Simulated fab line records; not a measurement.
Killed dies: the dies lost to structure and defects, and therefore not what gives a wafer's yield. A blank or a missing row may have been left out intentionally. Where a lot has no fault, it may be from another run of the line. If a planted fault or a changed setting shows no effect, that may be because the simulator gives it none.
Matching of chambers || flow sky130 || 4 sister chambers for SKY_CONTACT_ETCH_16 on rie_diel-02
The step etches BARC in N2/H2, stops on SiO2, time 45.9 s, target depth 60 nm. 8 wafers are shown with their chamber, then 9 later ones without.

== WAFERS PAIRED WITH THEIR CHAMBERS ==
{"wafer": "L623.3", "chamber": 1, "drypump_motor_current_A (A)": 6.1, "oes_product_au (a.u.)": 0.854}
{"wafer": "L624.3", "chamber": 3, "drypump_motor_current_A (A)": 4.9, "oes_product_au (a.u.)": 0.855}
{"wafer": "L624.4", "chamber": 1, "drypump_motor_current_A (A)": 6.2, "oes_product_au (a.u.)": 0.855}
{"wafer": "L628.3", "chamber": 2, "drypump_motor_current_A (A)": 6.4, "oes_product_au (a.u.)": 0.856}
{"wafer": "L628.4", "chamber": 2, "drypump_motor_current_A (A)": 6.4, "oes_product_au (a.u.)": 0.859}
{"wafer": "L631.1", "chamber": 0, "drypump_motor_current_A (A)": 5.9, "oes_product_au (a.u.)": 0.857}
{"wafer": "L631.5", "chamber": 3, "drypump_motor_current_A (A)": 4.9, "oes_product_au (a.u.)": 0.855}
{"wafer": "L631.6", "chamber": 0, "drypump_motor_current_A (A)": 5.9, "oes_product_au (a.u.)": 0.853}

== WAFERS WHOSE CHAMBER IS MISSING ==
{"wafer": "L637.1", "drypump_motor_current_A (A)": 6.4, "oes_product_au (a.u.)": 0.854}
{"wafer": "L637.3", "drypump_motor_current_A (A)": 5.9, "oes_product_au (a.u.)": 0.850}
{"wafer": "L637.5", "drypump_motor_current_A (A)": 6.1, "oes_product_au (a.u.)": 0.851}
{"wafer": "L638.1", "drypump_motor_current_A (A)": 6.2, "oes_product_au (a.u.)": 0.849}
{"wafer": "L638.5", "drypump_motor_current_A (A)": 6.4, "oes_product_au (a.u.)": 0.849}
{"wafer": "L638.6", "drypump_motor_current_A (A)": 4.8, "oes_product_au (a.u.)": 0.854}
{"wafer": "L640.2", "drypump_motor_current_A (A)": 6.1, "oes_product_au (a.u.)": 0.858}
{"wafer": "L640.3", "drypump_motor_current_A (A)": 6.3, "oes_product_au (a.u.)": 0.854}
{"wafer": "L640.4", "drypump_motor_current_A (A)": 5.9, "oes_product_au (a.u.)": 0.847}

== THE CHAMBER EACH PASSED THROUGH ==
{"wafer": "L637.1", "from the rows above": 2, "in truth": 2}
{"wafer": "L637.3", "from the rows above": 0, "in truth": 0}
{"wafer": "L637.5", "from the rows above": 1, "in truth": 1}
{"wafer": "L638.1", "from the rows above": 1, "in truth": 1}
{"wafer": "L638.5", "from the rows above": 2, "in truth": 2}
{"wafer": "L638.6", "from the rows above": 3, "in truth": 3}
{"wafer": "L640.2", "from the rows above": 1, "in truth": 1}
{"wafer": "L640.3", "from the rows above": "can't be placed: 2 or 1", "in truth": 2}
{"wafer": "L640.4", "from the rows above": 0, "in truth": 0}
Correctly placed: 8 of 9. From these rows, 1 cannot be placed; in 1 the true chamber is one of the candidates. Wrongly placed: 0.
How it was worked out, from the rows above alone: a wafer's distance from a chamber is the root of the sum, over the readings, of the square of ((its reading less the chamber's mean) divided by the reading's scatter). If the next closest chamber is less than 2 further off than the closest, the wafer can't be placed; otherwise it belongs to the closest. Each chamber's mean is taken over the wafers shown for it. How the scatter is found: for the shown wafers, subtract from each reading the mean of its chamber, square and add these, divide the total by (wafers less chambers), then take the root.
